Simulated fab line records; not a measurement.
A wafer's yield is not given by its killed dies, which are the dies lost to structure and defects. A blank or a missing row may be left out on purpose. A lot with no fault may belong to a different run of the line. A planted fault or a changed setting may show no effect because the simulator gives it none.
Matching of chambers	flow sky130	SKY_LI_CONTACT_HDPCVD_00 on hdpcvd-01: 3 sister chambers
The step deposits PSG, target thk 930 nm, time 155 s. 3 wafers are shown with their chamber, then 7 later ones without.

WAFERS, EACH WITH ITS CHAMBER
wafer	chamber	run-length-s (s)
L555.4	1	183.9
L557.1	2	182.0
L557.4	0	182.9

WAFERS MISSING THEIR CHAMBER
wafer	run-length-s (s)
L557.5	181.9
L559.1	181.7
L559.2	183.5
L559.6	182.6
L560.4	182.9
L560.5	181.8
L560.6	182.8

WHICH CHAMBER EACH WENT THROUGH
wafer	from the rows above	in truth
L557.5	2	2
L559.1	2	2
L559.2	can't be placed: 1 or 0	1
L559.6	can't be placed: 0 or 2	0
L560.4	0	0
L560.5	2	2
L560.6	0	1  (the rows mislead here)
Placed correctly: 4 of 7. Not placeable from these rows: 2 (in 2, the candidates include the true chamber). 1 placed wrongly.
How it was worked out, from the rows above alone: a wafer's distance from a chamber is the root of the sum, over the readings, of the square of ((its reading less the chamber's mean) divided by the reading's scatter). The wafer belongs to the nearest chamber; if the next one is less than 2 further off, it can't be placed. Each chamber's mean is taken over the wafers shown for it. The scatter (one wafer shown for each chamber): square how far every hidden wafer sits from the nearest shown wafer, average those squares and take the square root.
